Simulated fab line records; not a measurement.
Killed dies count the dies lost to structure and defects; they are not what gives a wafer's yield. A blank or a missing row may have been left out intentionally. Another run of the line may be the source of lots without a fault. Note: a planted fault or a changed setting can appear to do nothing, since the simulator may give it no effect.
What tool caused it? | flow sky130 | Sampling: 12 lots, 36 wafers, 4 of 708 route steps

== WHAT THE GAUGES SHOWED, per wafer ==
SKY_METAL4_CD_MEAS_13: target cd 300 nm. Usual: cd nm 300.6 nm, standard deviation 1.4.
lot  | measured     | on        | cd nm (nm)        | flag
L963 | day 42 07:32 | cd sem-01 | 299.5 301.1 301.0 |
L964 | day 42 07:48 | cd sem-01 | 303.6 302.5 302.1 |
L966 | day 43 04:41 | cd sem-01 | 300.2 300.8 300.9 |
L965 | day 43 05:16 | cd sem-02 | 301.9 299.7 300.7 |
L968 | day 43 12:50 | cd sem-01 | 300.5 299.9 300.3 |
L971 | day 44 07:46 | cd sem-01 | 298.1 298.7 299.4 |
L975 | day 45 02:02 | cd sem-01 | 298.6 299.3 299.6 |
L976 | day 45 04:53 | cd sem-01 | 302.9 303.5 303.5 |
L977 | day 45 09:41 | cd sem-01 | 301.5 301.9 303.1 |
L978 | day 45 19:27 | cd sem-02 | 302.8 302.7 300.5 |
L981 | day 46 21:52 | cd sem-02 | 300.1 300.0 301.7 |
L983 | day 47 10:44 | cd sem-01 | 300.2 301.2 299.9 |

SKY_VIA4_THK_MEAS_20: measures by xrf. Usual: VIA4_W_THK 491 nm, standard deviation 12.
lot  | measured     | on            | VIA4_W_THK (nm) | flag
L963 | day 43 09:26 | film metro-04 | 480 500 478     |
L964 | day 43 09:40 | film metro-02 | 488 484 480     |
L966 | day 44 06:04 | film metro-04 | 504 489 511     |
L965 | day 44 06:22 | film metro-03 | 527 509 508     |
L968 | day 44 13:46 | film metro-02 | 493 494 494     |
L971 | day 45 08:41 | film metro-02 | 480 475 481     |
L975 | day 46 01:50 | film metro-04 | 487 480 478     |
L976 | day 46 04:41 | film metro-04 | 494 492 476     |
L977 | day 46 09:13 | film metro-04 | 480 481 474     |
L978 | day 46 18:40 | film metro-04 | 499 493 478     |
L981 | day 47 20:55 | film metro-03 | 514 507 502     |
L983 | day 48 08:34 | film metro-02 | 488 493 485     |

== TOOL THAT RAN EACH LOT (tool first, then ch and the chambers of the sampled wafers, then the start) ==
lot  | SKY_VIA2_CMP_24               | SKY_METAL4_METAL_ETCH_18
L963 | cmp-02 ch 1,2,3, day 36 23:31 | rie metal-04 ch 0,1, day 42 07:50
L964 | cmp-02 ch 0,1,3, day 37 01:14 | rie metal-03 ch 0,1, day 42 08:07
L966 | cmp-01 ch 1,2,3, day 37 23:07 | rie metal-04 ch 0,1, day 43 05:02
L965 | cmp-02 ch 0,3, day 37 23:55   | rie metal-02 ch 0, day 43 05:33
L968 | cmp-02 ch 1,2, day 38 07:46   | rie metal-02 ch 0,1, day 43 13:08
L971 | cmp-02 ch 0,1,2, day 39 06:10 | rie metal-03 ch 0,1, day 44 08:11
L975 | cmp-02 ch 1,2,3, day 40 01:51 | rie metal-03 ch 0,1, day 45 02:20
L976 | cmp-02 ch 0,1, day 40 04:51   | rie metal-04 ch 0,1, day 45 05:11
L977 | cmp-02 ch 1,2,3, day 40 10:31 | rie metal-03 ch 1, day 45 09:59
L978 | cmp-01 ch 1,2, day 40 21:35   | rie metal-03 ch 0,1, day 45 19:45
L981 | cmp-01 ch 1,2,3, day 42 02:50 | rie metal-02 ch 0,1, day 46 22:11
L983 | cmp-01 ch 0,1, day 42 17:52   | rie metal-02 ch 0,1, day 47 11:02
- SKY_VIA2_CMP_24: polishes, stops on SiO2, t overpolish 20 s, target thk 0 nm.
- SKY_METAL4_METAL_ETCH_18: etches the open film in Cl2/BCl3, stops on SiO2, target depth 845 nm, time 183.1 s.

== WHAT THE TOOLS THEMSELVES READ (means of the sampled wafers that have a number; where no wafer has one, the mark that the record gives instead) ==
SKY_VIA2_CMP_24. Usual: motor current A 10.8 A, standard deviation 1.2; overpolish run s 20.000 s, standard deviation 0.0091; platen rpm 60.00 rpm, standard deviation 0.042; time to endpoint s 102 s, standard deviation 3.9.
lot  | tool   | motor current A (A) | overpolish run s (s) | platen rpm (rpm) | time to endpoint s (s) | flag
L963 | cmp-02 | 10.1                | 20.002               | 60.04            | 104                    |
L964 | cmp-02 | 10.5                | 19.999               | 60.00            | 101                    |
L966 | cmp-01 | 10.7                | 19.995               | 60.04            | 100                    |
L965 | cmp-02 | 10.8                | 19.991               | 59.97            | 102                    |
L968 | cmp-02 | 10.5                | 20.011               | 59.94            | 106                    |
L971 | cmp-02 | 10.7                | 20.003               | 60.00            | 105                    |
L975 | cmp-02 | 10.0                | 20.003               | 59.99            | 105                    |
L976 | cmp-02 | 10.8                | 20.000               | 59.94            | 102                    |
L977 | cmp-02 | 10.0                | 20.006               | 59.98            | 106                    |
L978 | cmp-01 | 10.2                | 20.006               | 60.01            | 104                    |
L981 | cmp-01 | 10.6                | 19.993               | 60.01            | 101                    |
L983 | cmp-01 | 11.1                | 20.000               | 60.03            | 99                     |

SKY_METAL4_METAL_ETCH_18. Usual: drypump motor current A 5.7 A, standard deviation 0.36; oes product au 0.863 a.u., standard deviation 0.0068; throttle valve pct 22.264 %, standard deviation 0.008.
lot  | tool         | drypump motor current A (A) | oes product au (a.u.) | throttle valve pct (%) | flag
L963 | rie metal-04 | 5.6                         | 0.858                 | 22.258                 |
L964 | rie metal-03 | 5.8                         | 0.860                 | 22.266                 |
L966 | rie metal-04 | 5.6                         | 0.858                 | 22.256                 |
L965 | rie metal-02 | 6.3                         | 0.860                 | 22.271                 |
L968 | rie metal-02 | 5.9                         | 0.866                 | 22.259                 |
L971 | rie metal-03 | 5.8                         | 0.857                 | 22.269                 |
L975 | rie metal-03 | 5.7                         | 0.862                 | 22.263                 |
L976 | rie metal-04 | 5.6                         | 0.869                 | 22.263                 |
L977 | rie metal-03 | 5.9                         | 0.863                 | 22.269                 |
L978 | rie metal-03 | 5.8                         | 0.866                 | 22.274                 |
L981 | rie metal-02 | 5.6                         | 0.870                 | 22.266                 |
L983 | rie metal-02 | 5.9                         | 0.861                 | 22.263                 |

== THE ANSWER, worked out from the rows above alone ==
Rule: a lot counts as off when the mean over its wafers that have a number is more than 3 standard deviations away from the usual mean. A lot without any number at a reading at which 4 lots or more have one is off too. All remaining lots with rows at the step are treated as sound. First the gauges in route order, then the tools' own readings, where a lot's mean is used as printed above. The first step at which some lot is off is used, and at that step the reading that is off furthest; a lot without a number counts as furthest.
No lot is off on any of the readings shown, so nothing can be concluded from this.

== WHAT THE SIMULATOR HAD INSERTED ==
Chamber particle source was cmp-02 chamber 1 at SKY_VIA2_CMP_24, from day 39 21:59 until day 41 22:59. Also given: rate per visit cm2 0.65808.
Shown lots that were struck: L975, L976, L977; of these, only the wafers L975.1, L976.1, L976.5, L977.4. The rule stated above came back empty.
